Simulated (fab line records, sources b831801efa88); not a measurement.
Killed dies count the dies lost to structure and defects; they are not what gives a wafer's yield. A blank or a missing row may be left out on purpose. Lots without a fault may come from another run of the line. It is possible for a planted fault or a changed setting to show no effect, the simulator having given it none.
Which tool is to blame? + flow sky130 + 9 lots, 27 wafers sampled, at 2 steps of a route of 708

WHAT THE GAUGES READ, wafer by wafer
SKY_METAL2_OVL_MEAS_16.
| lot  | measured     | on         | METAL2_OVL (nm) |
|------|--------------|------------|-----------------|
| L688 | day 35 08:55 | overlay-01 | -6 -2 0         |
| L696 | day 37 23:30 | overlay-02 | -12 -3 -6       |
| L698 | day 38 10:31 | overlay-02 | 7 2 2           |
| L705 | day 40 14:37 | overlay-02 | -5 -2 -2        |
| L706 | day 40 17:31 | overlay-02 | 3 -2 0          |
| L707 | day 41 03:46 | overlay-01 | 7 -5 -3         |
| L709 | day 41 21:01 | overlay-01 | -4 1 0          |
| L710 | day 42 09:01 | overlay-02 | 8 3 -1          |
| L711 | day 42 15:25 | overlay-02 | -1 0 6          |

WHAT TOOL EACH LOT RAN ON (gives the tool, then ch and the chambers of the sampled wafers, and finally the start)
| lot  | SKY_METAL2_SPUTTER_04        |
|------|------------------------------|
| L688 | pvd sputter-01, day 34 05:44 |
| L696 | pvd sputter-03, day 36 21:35 |
| L698 | pvd sputter-04, day 37 08:33 |
| L705 | pvd sputter-01, day 39 13:51 |
| L706 | pvd sputter-01, day 39 16:37 |
| L707 | pvd sputter-04, day 40 03:05 |
| L709 | pvd sputter-03, day 40 20:23 |
| L710 | pvd sputter-03, day 41 09:04 |
| L711 | pvd sputter-03, day 41 15:27 |
- SKY_METAL2_SPUTTER_04: material TiN, target thk 70 nm, time 58.3 s.

THE ANSWER, worked out from the rows above alone
Rule: the usual values come from the lots themselves. The widest of any qualifying gaps counts: lots, ordered by their means at a reading, are off when they make up no more than a third of the lots, leave a main group of 4 or more, and stand apart from it by 3 or more times the standard deviation of that group's means. A main group whose means are all the same, to the digits that the tables above print for the reading, isn't used. A lot without any number at a reading at which 4 lots or more have one is off too. All remaining lots with rows at the step are treated as sound.
Across all readings shown, no lot is off: no conclusion can be drawn from this.

WHAT WAS PUT IN BY THE SIMULATOR
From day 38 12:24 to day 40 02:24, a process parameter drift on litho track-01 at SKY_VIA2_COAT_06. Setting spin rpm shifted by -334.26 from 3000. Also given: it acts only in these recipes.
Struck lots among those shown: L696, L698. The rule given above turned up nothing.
